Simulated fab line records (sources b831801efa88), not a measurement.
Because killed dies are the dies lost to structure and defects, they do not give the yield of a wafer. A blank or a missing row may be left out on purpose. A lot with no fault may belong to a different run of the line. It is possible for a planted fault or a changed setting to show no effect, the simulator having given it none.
Comparing a struck lot with a sound one | flow sfq_line | 25 steps out of a route of 325
Sound: wafers L803.3, L803.4, L803.5. Struck: wafer L812.3 (L812.1, L812.5, from the same lot, were not struck and are left out); the cause is given at the end.
Each step with rows lists, per side, the tool, then ch with its chambers, then its first start. Under that, the readings that differ: sound wafers | struck wafers | difference of the means | sigmas: that difference in standard deviations of wafers without a fault.
alike: same words and numbers on both sides, and readings whose means sit less than 2 such deviations apart. not compared: any withheld reading, any reading some wafer has no value for, any bound like >300 that may hide the same value, and any number with overlapping values for which the record gives no deviation.
Wherever a step has rows on one side only, a row that says differs or no value, or a row with sigmas, the two part there. Non-overlapping numbers with no deviation appear without sigmas and do not part them. A reading missing from all wafers of one side parts the sides only when that side holds two or more wafers.

first, 6 steps without rows for these wafers: SFQ_TRILAYER_M7_LITHO_COAT_182 (resist thk 62 nm); SFQ_TRILAYER_M7_LITHO_COAT_177 (resist thk 600 nm); SFQ_TRILAYER_M7_LITHO_SOFTBAKE_181; SFQ_TRILAYER_M7_LITHO_EXPOSE_178 (exposes mask M7, target cd 500 nm); SFQ_TRILAYER_M7_LITHO_PEB_180 (peb time 60 s); SFQ_TRILAYER_M7_LITHO_DEVELOP_179 (time 60 s).
SFQ_M7_OVL_MEAS_945:
  sound on overlay-02, day 73 21:29; struck on overlay-02, day 78 06:06
  reading     | sound     | struck | difference | sigmas
  M7_OVL (nm) | -12 -7 -8 | 7      | +16        | +3
SFQ_TRILAYER_M7_BARC_OPEN_METAL_ETCH_229: etches BARC in O2, target depth 125 nm, time 41.7 s.
  sound on rie_metal-02 ch 0,1, day 73 21:31; struck on rie_metal-02 ch 1, day 78 06:08
  alike: drypump_motor_current_A, oes_product_au
  not compared: rf_hours_counter_h
then, 1 step without rows for these wafers: SFQ_TRILAYER_M7_ETCH_METAL_ETCH_180 (etches Nb in Cl2/Ar, stops on SiO2, target depth 240 nm, time 120 s).
SFQ_TRILAYER_M7_STRIP_STRIP_181: strips in O2.
  sound on rie_metal-02 ch 0,1, day 73 21:53; struck on rie_metal-02 ch 1, day 78 06:19
  alike: drypump_motor_current_A, oes_product_au
  not compared: rf_hours_counter_h
then, 1 step without rows for these wafers: SFQ_TRILAYER_M7_STRIP_SOLV_CLEAN_182 (cleans in NMP, time 600 s).
SFQ_TRILAYER_I7_DEP_PECVD_183: deposits SiO2 from SiH4/N2O, time 111.11 s, target thk 500 nm.
  sound on pecvd-04 ch 0,1, day 73 22:28; struck on pecvd-01 ch 1, day 78 07:06
  alike: heater_power_outer_w, heater_power_w, throttle_valve_pct
  not compared: since_wet_clean_h
SFQ_TRILAYER_I7_CMP_CMP_184: polishes SiO2.
  sound on cmp-01 ch 0,2,3, day 73 23:59; struck on cmp-01 ch 2, day 78 07:40
  reading                                             | sound           | struck | difference | sigmas
  model.SiO2_of_TRILAYER_I7_DEP_PECVD_183.thk_nm (nm) | 199.1 199 199.1 | 178    | -21        |
  alike: motor_current_A, retaining_ring_pressure_frac, time_to_endpoint_s
SFQ_I7_BOW_MEAS_946:
  sound on film_metro-03, day 74 03:01; struck on film_metro-03, day 78 11:29
  not compared: I7_BOW
SFQ_TRILAYER_I7_METRO_MEASURE_185:
  sound on film_metro-03, day 74 03:30; struck on film_metro-03, day 78 18:05
  reading     | sound             | struck | difference | sigmas
  thk_nm (nm) | 199.0 198.9 199.1 | 178.1  | -20.9      | -19
then, 6 steps without rows for these wafers: SFQ_TRILAYER_I7_VIA_LITHO_COAT_192 (resist thk 62 nm); SFQ_TRILAYER_I7_VIA_LITHO_COAT_187 (resist thk 650 nm); SFQ_TRILAYER_I7_VIA_LITHO_SOFTBAKE_191; SFQ_TRILAYER_I7_VIA_LITHO_EXPOSE_188 (exposes mask I7, target cd 1000 nm); SFQ_TRILAYER_I7_VIA_LITHO_PEB_190 (peb time 60 s); SFQ_TRILAYER_I7_VIA_LITHO_DEVELOP_189 (time 60 s).
SFQ_I7_OVL_MEAS_947:
  sound on overlay-02, day 75 11:11; struck on overlay-01, day 78 23:25
  alike: I7_OVL
SFQ_TRILAYER_I7_VIA_BARC_OPEN_VIA_ETCH_260: etches BARC in O2, target depth 125 nm, time 41.7 s.
  sound on rie_diel-01 ch 0,1, day 75 11:12; struck on rie_diel-04 ch 0, day 78 23:28
  alike: drypump_motor_current_A, oes_product_au
  not compared: rf_hours_counter_h
SFQ_TRILAYER_I7_VIA_ETCH_VIA_ETCH_190: etches SiO2 in CHF3, stops on Nb, target depth 260 nm.
  sound on rie_diel-01 ch 0,1, day 75 11:14; struck on rie_diel-04 ch 0, day 78 23:30
  reading                        | sound             | struck | difference | sigmas
  oes_product_au (a.u.)          | 0.847 0.849 0.857 | 0.800  | -0.051     | -9
  model.I7.feature_depth_nm (nm) | 199.1 199 199.1   | 178    | -21        |
  model.etch.depth_nm (nm)       | 199.1 199 199.1   | 178    | -21        |
  alike: drypump_motor_current_A
SFQ_TRILAYER_I7_VIA_STRIP_STRIP_191: strips in O2.
  sound on rie_metal-03 ch 0,1, day 75 11:33; struck on rie_metal-02 ch 0, day 78 23:37
  reading                     | sound       | struck | difference | sigmas
  drypump_motor_current_A (A) | 5.1 6.0 5.1 | 6.7    | +1.3       | +2
  alike: oes_product_au
  not compared: rf_hours_counter_h

WHERE THEY PART
At SFQ_M7_OVL_MEAS_945 first; at SFQ_TRILAYER_I7_VIA_STRIP_STRIP_191 last (within this record only).

WHY: the cause the simulator had injected
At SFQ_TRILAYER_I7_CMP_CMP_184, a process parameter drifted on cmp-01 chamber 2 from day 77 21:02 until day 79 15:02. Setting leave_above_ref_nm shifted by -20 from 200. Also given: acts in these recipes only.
